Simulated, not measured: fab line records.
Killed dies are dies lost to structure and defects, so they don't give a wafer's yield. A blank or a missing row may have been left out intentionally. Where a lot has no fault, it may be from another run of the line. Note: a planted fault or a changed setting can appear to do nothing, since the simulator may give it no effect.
Split-lot experiment / flow sky130 / 23 wafers read from 5 lots, route of 708 steps

## THE SPLIT ITSELF
At SKY_NWELL_COAT_05 (resist thk 3000 nm), the setting resist_thk_nm was moved away from the recipe's 3000 nm on 6 of the 23 wafers read, by -3.5% to -2.0%. The other wafers ran this setting at the recipe's value.

The reading is taken at the split's own step.

## THE READING
coat_of_NWELL_COAT_05.thk_nm (the simulator's own value, which no gauge read), in nm, at SKY_NWELL_COAT_05 (resist thk 3000 nm). There is no usual value for it anywhere in the file. Average 3004 nm, standard deviation 7.3 nm, over the 17 wafers here run with the recipe.

wafer=L079.1; tool, chamber at the split=litho_track-02, 0; resist_thk_nm as run, nm=3000; against the recipe=recipe; coat_of_NWELL_COAT_05.thk_nm, nm=3014; against lot-mates on the recipe=-
wafer=L079.2; tool, chamber at the split=litho_track-02, 0; resist_thk_nm as run, nm=2941; against the recipe=-2.0%; coat_of_NWELL_COAT_05.thk_nm, nm=2945; against lot-mates on the recipe=-66
wafer=L079.3; tool, chamber at the split=litho_track-02, 0; resist_thk_nm as run, nm=2941; against the recipe=-2.0%; coat_of_NWELL_COAT_05.thk_nm, nm=2948; against lot-mates on the recipe=-62
wafer=L079.4; tool, chamber at the split=litho_track-02, 0; resist_thk_nm as run, nm=2941; against the recipe=-2.0%; coat_of_NWELL_COAT_05.thk_nm, nm=2952; against lot-mates on the recipe=-58
wafer=L079.6; tool, chamber at the split=litho_track-02, 0; resist_thk_nm as run, nm=3000; against the recipe=recipe; coat_of_NWELL_COAT_05.thk_nm, nm=3007; against lot-mates on the recipe=-
wafer=L080.1; tool, chamber at the split=litho_track-04, 0; resist_thk_nm as run, nm=3000; against the recipe=recipe; coat_of_NWELL_COAT_05.thk_nm, nm=2997; against lot-mates on the recipe=-
wafer=L080.2; tool, chamber at the split=litho_track-04, 0; resist_thk_nm as run, nm=3000; against the recipe=recipe; coat_of_NWELL_COAT_05.thk_nm, nm=2999; against lot-mates on the recipe=-
wafer=L080.4; tool, chamber at the split=litho_track-04, 0; resist_thk_nm as run, nm=3000; against the recipe=recipe; coat_of_NWELL_COAT_05.thk_nm, nm=3003; against lot-mates on the recipe=-
wafer=L080.5; tool, chamber at the split=litho_track-04, 0; resist_thk_nm as run, nm=3000; against the recipe=recipe; coat_of_NWELL_COAT_05.thk_nm, nm=2995; against lot-mates on the recipe=-
wafer=L080.6; tool, chamber at the split=litho_track-04, 0; resist_thk_nm as run, nm=3000; against the recipe=recipe; coat_of_NWELL_COAT_05.thk_nm, nm=3001; against lot-mates on the recipe=-
wafer=L081.1; tool, chamber at the split=litho_track-03, 0; resist_thk_nm as run, nm=3000; against the recipe=recipe; coat_of_NWELL_COAT_05.thk_nm, nm=3008; against lot-mates on the recipe=-
wafer=L081.2; tool, chamber at the split=litho_track-03, 0; resist_thk_nm as run, nm=3000; against the recipe=recipe; coat_of_NWELL_COAT_05.thk_nm, nm=3021; against lot-mates on the recipe=-
wafer=L081.3; tool, chamber at the split=litho_track-03, 0; resist_thk_nm as run, nm=3000; against the recipe=recipe; coat_of_NWELL_COAT_05.thk_nm, nm=3016; against lot-mates on the recipe=-
wafer=L084.2; tool, chamber at the split=litho_track-03, 0; resist_thk_nm as run, nm=3000; against the recipe=recipe; coat_of_NWELL_COAT_05.thk_nm, nm=3005; against lot-mates on the recipe=-
wafer=L084.3; tool, chamber at the split=litho_track-03, 0; resist_thk_nm as run, nm=2895; against the recipe=-3.5%; coat_of_NWELL_COAT_05.thk_nm, nm=2897; against lot-mates on the recipe=-104
wafer=L084.4; tool, chamber at the split=litho_track-03, 0; resist_thk_nm as run, nm=2895; against the recipe=-3.5%; coat_of_NWELL_COAT_05.thk_nm, nm=2895; against lot-mates on the recipe=-106
wafer=L084.5; tool, chamber at the split=litho_track-03, 0; resist_thk_nm as run, nm=3000; against the recipe=recipe; coat_of_NWELL_COAT_05.thk_nm, nm=2998; against lot-mates on the recipe=-
wafer=L084.6; tool, chamber at the split=litho_track-03, 0; resist_thk_nm as run, nm=2895; against the recipe=-3.5%; coat_of_NWELL_COAT_05.thk_nm, nm=2902; against lot-mates on the recipe=-100
wafer=L085.1; tool, chamber at the split=litho_track-04, 0; resist_thk_nm as run, nm=3000; against the recipe=recipe; coat_of_NWELL_COAT_05.thk_nm, nm=2999; against lot-mates on the recipe=-
wafer=L085.2; tool, chamber at the split=litho_track-04, 0; resist_thk_nm as run, nm=3000; against the recipe=recipe; coat_of_NWELL_COAT_05.thk_nm, nm=3004; against lot-mates on the recipe=-
wafer=L085.5; tool, chamber at the split=litho_track-04, 0; resist_thk_nm as run, nm=3000; against the recipe=recipe; coat_of_NWELL_COAT_05.thk_nm, nm=3004; against lot-mates on the recipe=-
wafer=L085.3; tool, chamber at the split=litho_track-04, 0; resist_thk_nm as run, nm=3000; against the recipe=recipe; coat_of_NWELL_COAT_05.thk_nm, nm=2997; against lot-mates on the recipe=-
wafer=L085.6; tool, chamber at the split=litho_track-04, 0; resist_thk_nm as run, nm=3000; against the recipe=recipe; coat_of_NWELL_COAT_05.thk_nm, nm=2995; against lot-mates on the recipe=-

FIT RESULTS
A straight line over all 23 wafers: coat_of_NWELL_COAT_05.thk_nm changes by +29.8 nm for each +1% of resist_thk_nm; r = +0.98; the points scatter about the line by 6.9 nm.
The same after taking each lot's own level away (the mean of its wafers on the recipe; 23 wafers): +30 nm for each +1%; r = +1.00; scatter 4 nm.
Per that fit: largest resist_thk_nm move, reading shift of 1e+02 nm.
Across the lots, their own levels run from 2999.0 to 3015.0 nm, a range of 2.2 times the standard deviation given above.
The two slopes are in agreement: the lot-to-lot level therefore moves the slope only a little.
Check: for one of the wafers moved furthest among these (-3.5%), held out of the fit, the line's prediction against its lot-mates is -105 nm. It came out at -104 nm against them.

## FURTHER SPLITS ON THESE WAFERS
Other splits were also applied to these wafers ahead of the reading. Each is held against what the fit with the lots' levels taken away leaves over:
other split on the same wafers=SKY_FIELD_ISO_OXIDATION_01 temp_c; wafers away from the commonest value=15; r with coat_of_NWELL_COAT_05.thk_nm (lot level and that fit taken away)=+0.05
other split on the same wafers=SKY_FIELD_ISO_EXPOSE_10 dose_mj; wafers away from the commonest value=10; r with coat_of_NWELL_COAT_05.thk_nm (lot level and that fit taken away)=+0.27
other split on the same wafers=SKY_NWELL_OXIDATION_01 temp_c; wafers away from the commonest value=15; r with coat_of_NWELL_COAT_05.thk_nm (lot level and that fit taken away)=-0.11
other split on the same wafers=SKY_PWDE_COAT_02 resist_thk_nm; wafers away from the commonest value=8; r with coat_of_NWELL_COAT_05.thk_nm (lot level and that fit taken away)=-0.12

## THE WHOLE CHAIN: every reading that the file lists as answering this split, in the file's order
step=SKY_NWELL_COAT_05; what it does=resist thk 3000 nm; reading=coat_of_NWELL_COAT_05.thk_nm (the simulator's own value, which no gauge read); change (the file's fit)=+30.1 nm for each +1% of the setting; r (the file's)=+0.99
step=SKY_NWELL_STRIP_14; what it does=strips in O2/N2; reading=strip_time_to_endpoint_s; change (the file's fit)=withheld for each +1% of the setting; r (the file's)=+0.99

## THE FILE'S OWN FIT
coat_of_NWELL_COAT_05.thk_nm changes by +30.1 nm for each +1% of resist_thk_nm, r = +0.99.
